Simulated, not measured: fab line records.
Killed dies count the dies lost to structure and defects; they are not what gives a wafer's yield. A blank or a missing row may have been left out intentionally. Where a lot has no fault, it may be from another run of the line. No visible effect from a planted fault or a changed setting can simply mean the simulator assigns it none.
Which tool was responsible? | flow sky130 | 72 wafers sampled from 24 lots at 1 step of a route of 708

## WHAT THE GAUGES SHOWED, per wafer
SKY_NWELL_OVL_MEAS_23.
lot  | measured     | on         | NWELL_01_OVL (nm)
L074 | day 5 03:01  | overlay-02 | 0.5 -0.8 2.2
L075 | day 5 12:50  | overlay-01 | 1.1 0.3 0.4
L076 | day 5 19:04  | overlay-02 | 0.3 0.9 0.8
L077 | day 6 02:23  | overlay-02 | -0.4 -1.2 -0.8
L078 | day 6 06:56  | overlay-02 | -2.5 -1.7 -0.3
L079 | day 6 14:05  | overlay-02 | 0.7 0.3 1.3
L080 | day 6 15:59  | overlay-01 | -3.1 -1.6 -0.4
L081 | day 6 22:05  | overlay-01 | -2.1 -1.8 -4.2
L082 | day 7 07:05  | overlay-02 | -1.0 1.3 0.8
L083 | day 7 17:53  | overlay-02 | -0.6 -2.5 1.6
L084 | day 8 00:45  | overlay-02 | -0.1 -2.7 -0.4
L085 | day 8 06:25  | overlay-02 | -0.4 -1.1 -0.4
L086 | day 8 09:14  | overlay-02 | -1.6 -1.4 -1.8
L087 | day 8 15:50  | overlay-02 | -0.9 -1.8 -0.5
L088 | day 8 23:07  | overlay-02 | 0.0 -2.1 -1.1
L089 | day 9 03:11  | overlay-02 | -0.4 -2.2 -1.9
L090 | day 9 06:53  | overlay-01 | 1.1 -0.9 -1.1
L091 | day 9 12:59  | overlay-01 | -1.8 -2.9 -2.0
L092 | day 9 18:30  | overlay-02 | -3.7 -1.1 -0.1
L093 | day 10 01:08 | overlay-02 | 0.2 -3.6 0.6
L094 | day 10 05:47 | overlay-02 | -1.3 -0.8 -1.0
L095 | day 10 10:39 | overlay-01 | -0.1 -0.2 -1.0
L096 | day 11 00:59 | overlay-02 | -0.3 1.4 -2.1
L097 | day 11 06:08 | overlay-01 | 0.7 0.2 1.0

## EACH LOT AND THE TOOL THAT RAN IT (in order: tool; ch and the chambers of the sampled wafers; start)
No process step before these readings appears in the record.

## AS READ BY THE TOOLS THEMSELVES (means over the sampled wafers that have a number; for cases with no such wafer, the mark the record gives instead)
The record holds no such reading with a usual standard deviation.

## THE ANSWER, worked out from the rows above alone
Rule: what is usual is taken from the lots themselves. Put in order of their means at a reading, lots are off if they are a third of the lots or fewer, leave a main group of 4 or more, and stand apart from it by a gap of 3 or more times the standard deviation of the main group's means; of several such gaps the widest counts. If all means in a main group match to the digits the tables above print for the reading, that group is not used. A lot without any number at a reading at which 4 lots or more have one is off too. The other lots that the step has rows for count as sound. After the gauges, taken in route order, come the tools' own readings; for these a lot's mean is taken, as printed above. The first step at which some lot is off is used, and at that step the reading that is off furthest; a lot without a number counts as furthest.
No lot is off on any of the readings shown, so nothing can be concluded from this.

## WHAT WAS PUT IN BY THE SIMULATOR
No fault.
